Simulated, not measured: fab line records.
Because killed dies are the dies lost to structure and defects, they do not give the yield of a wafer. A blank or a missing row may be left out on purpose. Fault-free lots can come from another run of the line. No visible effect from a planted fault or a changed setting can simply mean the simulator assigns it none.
The tool behind it: which one?	flow sky130	36 wafers from 12 lots sampled at 5 of the route's 708 steps

## WHAT THE GAUGES READ, wafer by wafer
Not one reading of a measure or inspect step in the record can be checked against a usual standard deviation.

## EACH LOT AND THE TOOL THAT RAN IT (in order: tool; ch and the chambers of the sampled wafers; start)
lot	SKY_METAL2_ETCH_18	SKY_VIA4_ETCH_12	SKY_METAL5_SPUTTER_00	SKY_PASSIVATION_CVD_00	SKY_PAD_OPEN_PROBE_99
L670	rieMetal-02 ch 0, day 35 14:25	rieDiel-03 ch 0,2, day 43 03:39	pvdSputter-04, day 43 05:03	pecvd-01 ch 0,2, day 44 04:14	-
L673	rieMetal-03 ch 0,1, day 36 12:53	rieDiel-01 ch 0,1,2, day 44 01:37	pvdSputter-03, day 44 02:59	pecvd-03 ch 0,1, day 45 02:26	-
L674	rieMetal-02 ch 0, day 36 19:21	rieDiel-04 ch 0,1,3, day 44 06:20	pvdSputter-04, day 44 07:45	pecvd-03 ch 0,1,2, day 45 07:02	prober-02, day 47 02:57
L675	rieMetal-01 ch 0, day 37 02:48	rieDiel-03 ch 2,3, day 44 11:59	pvdSputter-01, day 44 13:20	pecvd-01 ch 0,1,2, day 45 12:26	-
L676	rieMetal-01 ch 0,1, day 37 14:42	rieDiel-03 ch 0,2, day 44 20:41	pvdSputter-03, day 44 22:02	pecvd-02 ch 0,2, day 45 20:02	prober-02, day 47 14:47
L677	rieMetal-01 ch 0,1, day 37 22:41	rieDiel-04 ch 0,1,2, day 45 05:13	pvdSputter-04, day 45 06:35	pecvd-02 ch 0,1,2, day 46 03:51	prober-01, day 47 21:20
L678	rieMetal-02 ch 0,1, day 38 10:59	rieDiel-04 ch 0,1,2, day 45 16:50	pvdSputter-04, day 45 18:14	pecvd-01 ch 0,2, day 46 15:37	prober-02, day 48 09:51
L679	rieMetal-03 ch 0, day 38 11:26	rieDiel-03 ch 0,3, day 45 17:56	pvdSputter-01, day 45 19:19	pecvd-02 ch 0,1,2, day 46 17:08	prober-01, day 48 11:41
L681	rieMetal-03 ch 0, day 38 22:02	rieDiel-04 ch 1,3, day 46 02:02	pvdSputter-04, day 46 04:01	pecvd-02 ch 0,1, day 47 01:37	prober-01, day 48 18:46
L682	rieMetal-02 ch 0,1, day 39 03:25	rieDiel-01 ch 2,3, day 46 05:46	pvdSputter-04, day 46 07:08	pecvd-02 ch 1,2, day 47 04:43	prober-02, day 48 21:31
L686	rieMetal-01 ch 0,1, day 40 13:35	rieDiel-03 ch 0,3, day 47 09:29	pvdSputter-03, day 47 11:26	pecvd-02 ch 0,2, day 48 07:56	prober-02, day 49 21:44
L688	rieMetal-03 ch 0,1, day 41 00:26	rieDiel-03 ch 0,1,3, day 47 17:23	pvdSputter-04, day 47 18:45	pecvd-01 ch 0,1, day 48 14:30	-
- SKY_METAL2_ETCH_18: etches BARC in N2/H2, stops on SiO2, time 45.9 s, target depth 60 nm.
- SKY_VIA4_ETCH_12: etches SiO2 in C4F8/O2/Ar, stops on TiN, target depth 580 nm.
- SKY_METAL5_SPUTTER_00: material Ti, target thk 15 nm, time 10 s.
- SKY_PASSIVATION_CVD_00: deposits SiO2, target thk 90 nm.
- SKY_PAD_OPEN_PROBE_99

## WHAT THE TOOLS THEMSELVES READ (means of the sampled wafers that have a number; where no wafer has one, the mark that the record gives instead)
SKY_METAL2_ETCH_18. Usual: drypumpMotorCurrentA 6.0 A, standard deviation 0.59; oesProductAu 0.855 a.u., standard deviation 0.0048; throttleValvePct 13.225 %, standard deviation 0.0085.
lot	tool	drypumpMotorCurrentA (A)	oesProductAu (a.u.)	throttleValvePct (%)	flag
L670	rieMetal-02	6.7	0.850	13.227	
L673	rieMetal-03	5.9	0.857	13.221	
L674	rieMetal-02	6.7	0.854	13.225	
L675	rieMetal-01	5.2	0.855	13.224	
L676	rieMetal-01	5.9	0.854	13.227	
L677	rieMetal-01	5.5	0.853	13.228	
L678	rieMetal-02	6.2	0.855	13.226	
L679	rieMetal-03	6.1	0.851	13.219	
L681	rieMetal-03	6.1	0.858	13.223	
L682	rieMetal-02	6.2	0.854	13.224	
L686	rieMetal-01	5.6	0.851	13.224	
L688	rieMetal-03	5.9	0.852	13.224	

SKY_VIA4_ETCH_12. Usual: oesProductAu at 0.926 a.u., with a standard deviation of 0.0048.
lot	tool	oesProductAu (a.u.)	flag
L670	rieDiel-03	0.924	
L673	rieDiel-01	0.925	
L674	rieDiel-04	0.923	
L675	rieDiel-03	0.927	
L676	rieDiel-03	0.926	
L677	rieDiel-04	0.932	
L678	rieDiel-04	0.926	
L679	rieDiel-03	0.928	
L681	rieDiel-04	0.927	
L682	rieDiel-01	0.927	
L686	rieDiel-03	0.923	
L688	rieDiel-03	0.927	

SKY_METAL5_SPUTTER_00. Usual: throttleValvePct at 30.6 %, with a standard deviation of 1.2.
lot	tool	throttleValvePct (%)	flag
L670	pvdSputter-04	30.1	
L673	pvdSputter-03	31.2	
L674	pvdSputter-04	30.7	
L675	pvdSputter-01	30.6	
L676	pvdSputter-03	31.6	
L677	pvdSputter-04	30.1	
L678	pvdSputter-04	30.0	
L679	pvdSputter-01	30.5	
L681	pvdSputter-04	30.2	
L682	pvdSputter-04	30.1	
L686	pvdSputter-03	31.2	
L688	pvdSputter-04	30.3	

SKY_PASSIVATION_CVD_00. Usual: heaterPowerW at 673 W, with a standard deviation of 75.
lot	tool	heaterPowerW (W)	flag
L670	pecvd-01	660	
L673	pecvd-03	654	
L674	pecvd-03	706	
L675	pecvd-01	720	
L676	pecvd-02	667	
L677	pecvd-02	618	
L678	pecvd-01	704	
L679	pecvd-02	673	
L681	pecvd-02	643	
L682	pecvd-02	696	
L686	pecvd-02	726	
L688	pecvd-01	678	

SKY_PAD_OPEN_PROBE_99. Usual: defectLimitedYield 82.3 %, standard deviation 1.9; killed_at_M0_to_M3 44, standard deviation 7.4; killed_at_M4_up 3.2, standard deviation 1.8; killedAtContacts 25, standard deviation 5.2; killedAtFrontEnd 15, standard deviation 4.5; killedAtOther 0.2, standard deviation 0.43; killedDies 87, standard deviation 9.6; killedOpen 48, standard deviation 7.6; killedShort 40, standard deviation 5.7; sort_bin_3_pad_short 0.9 %, standard deviation 0.45; sort_bin_5_function 10.5 %, standard deviation 1.5; sort_bin_6_memory 6.3 %, standard deviation 1.2; sortNPass 405, standard deviation 9.6; sortYieldPct 82.3 %, standard deviation 1.9.
lot	tool	defectLimitedYield (%)	killed_at_M0_to_M3	killed_at_M4_up	killedAtContacts	killedAtFrontEnd	killedAtOther	killedDies	killedOpen	killedShort	sort_bin_3_pad_short (%)	sort_bin_5_function (%)	sort_bin_6_memory (%)	sortNPass	sortYieldPct (%)	flag
L674	prober-02	81.8	45	4.0	24	16	0.0	89	46	44	1.0	9.9	7.2	403	81.8	
L676	prober-02	82.8	36	4.0	23	22	0.0	85	48	37	1.2	9.5	6.5	407	82.8	
L677	prober-01	83.5	42	2.3	20	17	0.3	81	45	37	1.4	10.2	5.0	411	83.5	
L678	prober-02	82.0	49	1.3	27	12	0.0	89	49	39	1.1	11.6	5.4	403	82.0	
L679	prober-01	81.4	47	2.7	29	12	0.0	91	49	42	0.8	10.7	7.0	401	81.4	
L681	prober-01	82.9	50	1.3	20	13	0.0	84	48	36	0.8	9.9	6.3	408	82.9	
L682	prober-02	80.2	48	3.3	27	19	0.3	97	49	48	1.3	12.0	6.4	395	80.2	
L686	prober-02	77.9	72	2.7	23	10	1.0	109	43	34	1.9	12.3	7.9	383	77.9	OFF

## THE ANSWER, worked out from the rows above alone
Rule: lot off if the mean of its wafers having a number is beyond 3 standard deviations from the usual mean. A lot without any number at a reading at which 4 lots or more have one is off too. All remaining lots with rows at the step are treated as sound. First the gauges in route order, then the tools' own readings, where a lot's mean is used as printed above. At the first step where some lot is off, the reading lying furthest off is the one used; lots without a number count as furthest.
Off: L686, at SKY_PAD_OPEN_PROBE_99 (killed_at_M0_to_M3). Neither off nor sound, because the step has no rows for them: L670, L673, L675, L688.
A tool fits if, at that step or a process step before it, it ran every lot that is off, and no sound lot after the first of them. Can't be told from this: 5 tools fit, rieMetal-01 at SKY_METAL2_ETCH_18, rieDiel-03 at SKY_VIA4_ETCH_12, pvdSputter-03 at SKY_METAL5_SPUTTER_00, pecvd-02 at SKY_PASSIVATION_CVD_00, prober-02 at SKY_PAD_OPEN_PROBE_99.

## WHAT THE SIMULATOR PUT IN
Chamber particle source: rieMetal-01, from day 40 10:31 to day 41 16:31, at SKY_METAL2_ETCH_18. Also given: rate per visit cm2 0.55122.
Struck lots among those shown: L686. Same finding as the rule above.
